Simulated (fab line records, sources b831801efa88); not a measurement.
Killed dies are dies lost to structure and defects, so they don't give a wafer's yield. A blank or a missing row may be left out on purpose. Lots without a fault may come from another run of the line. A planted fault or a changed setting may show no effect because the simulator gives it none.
Which tool did it? | flow sfq_line | 14 lots, 42 wafers sampled, at 2 steps of a route of 325

WHAT THE GAUGES READ, wafer by wafer
SFQ_M6_RS_MEAS_938: measures by four-point-probe.
lot  | measured     | on            | M6_NB_RS (ohm/sq)
L888 | day 66 20:50 | film_metro-04 | 0.882 0.901 0.876
L890 | day 69 20:28 | film_metro-04 | 0.883 0.883 0.894
L892 | day 70 02:41 | film_metro-02 | 0.891 0.894 0.888
L893 | day 70 07:26 | film_metro-02 | 0.900 0.905 0.911
L894 | day 70 08:36 | film_metro-02 | 0.887 0.882 0.886
L895 | day 70 11:18 | film_metro-03 | 0.894 0.892 0.884
L897 | day 70 19:31 | film_metro-04 | 0.893 0.883 0.893
L899 | day 71 11:22 | film_metro-03 | 1.478 0.885 0.882 1.479 0.885 0.882
L902 | day 72 06:36 | film_metro-03 | 1.527 0.891 0.901 1.530 0.889 0.901
L903 | day 72 08:56 | film_metro-02 | 0.900 0.894 0.897
L906 | day 73 09:10 | film_metro-04 | 0.890 0.886 0.884
L908 | day 73 12:48 | film_metro-03 | 0.883 0.894 0.899
L909 | day 73 17:35 | film_metro-04 | 0.887 0.882 0.883
L910 | day 73 23:44 | film_metro-02 | 0.897 0.909 0.902

WHICH TOOL RAN EACH LOT (tool, then ch and the chambers of the sampled wafers, then the start)
lot  | SFQ_TRILAYER_M6_DEP_SPUTTER_157
L888 | pvd_sputter-05, day 66 20:40
L890 | pvd_sputter-05, day 69 20:23
L892 | pvd_sputter-05, day 70 02:34
L893 | pvd_sputter-04, day 70 07:19
L894 | pvd_sputter-06, day 70 08:31
L895 | pvd_sputter-05, day 70 11:13
L897 | pvd_sputter-06, day 70 19:26
L899 | pvd_sputter-04, day 71 11:15
L902 | pvd_sputter-04, day 72 06:28
L903 | pvd_sputter-06, day 72 08:51
L906 | pvd_sputter-06, day 73 09:05
L908 | pvd_sputter-06, day 73 12:43
L909 | pvd_sputter-06, day 73 17:29
L910 | pvd_sputter-05, day 73 23:37
- SFQ_TRILAYER_M6_DEP_SPUTTER_157: material Nb, target thk 200 nm, time 133.3 s.

WHAT THE TOOLS THEMSELVES READ (means of the sampled wafers that have a number; where no wafer has one, the mark that the record gives instead)
SFQ_TRILAYER_M6_DEP_SPUTTER_157.
lot  | tool           | base_pressure_pa (Pa) | throttle_valve_pct (%)
L888 | pvd_sputter-05 | 1.42e-06              | 29.6
L890 | pvd_sputter-05 | 1.32e-06              | 29.9
L892 | pvd_sputter-05 | 1.25e-06              | 29.6
L893 | pvd_sputter-04 | 1.32e-06              | 30.3
L894 | pvd_sputter-06 | 1.38e-06              | 29.8
L895 | pvd_sputter-05 | 1.34e-06              | 29.7
L897 | pvd_sputter-06 | 1.26e-06              | 29.4
L899 | pvd_sputter-04 | 1.31e-06              | 29.8
L902 | pvd_sputter-04 | 1.30e-06              | 30.1
L903 | pvd_sputter-06 | 1.35e-06              | 29.2
L906 | pvd_sputter-06 | 1.27e-06              | 30.9
L908 | pvd_sputter-06 | 1.30e-06              | 30.5
L909 | pvd_sputter-06 | 1.35e-06              | 29.8
L910 | pvd_sputter-05 | 1.33e-06              | 29.9

THE ANSWER, worked out from the rows above alone
Rule: what is usual is taken from the lots themselves. Put in order of their means at a reading, lots are off if they are a third of the lots or fewer, leave a main group of 4 or more, and stand apart from it by a gap of 3 or more times the standard deviation of the main group's means; of several such gaps the widest counts. A main group whose means are all the same, to the digits that the tables above print for the reading, isn't used. A lot without any number at a reading at which 4 lots or more have one is off too. The other lots that the step has rows for count as sound. The gauges are gone through in route order, then the tools' own readings, and for those a lot's mean is taken as printed above. The first step at which some lot is off is used, and at that step the reading that is off furthest; a lot without a number counts as furthest.
Off: L899, L902, at SFQ_M6_RS_MEAS_938 (M6_NB_RS). The main group: mean 0.891 ohm/sq, standard deviation 0.0066.
A tool fits if, at a process step before that reading, it ran every lot that is off, and no sound lot after the first of them. The gauges at SFQ_M6_RS_MEAS_938 are tried like those tools. One fits: pvd_sputter-04 at SFQ_TRILAYER_M6_DEP_SPUTTER_157. Its last sound lot is L893 (day 70 07:19), its first lot that is off L899 (day 71 11:15): a fault that began between those two fits.

WHAT THE SIMULATOR HAD PUT IN
Process parameter drift: pvd_sputter-04, from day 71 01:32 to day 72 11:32, at SFQ_TRILAYER_M6_DEP_SPUTTER_157. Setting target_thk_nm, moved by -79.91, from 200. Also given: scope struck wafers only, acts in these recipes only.
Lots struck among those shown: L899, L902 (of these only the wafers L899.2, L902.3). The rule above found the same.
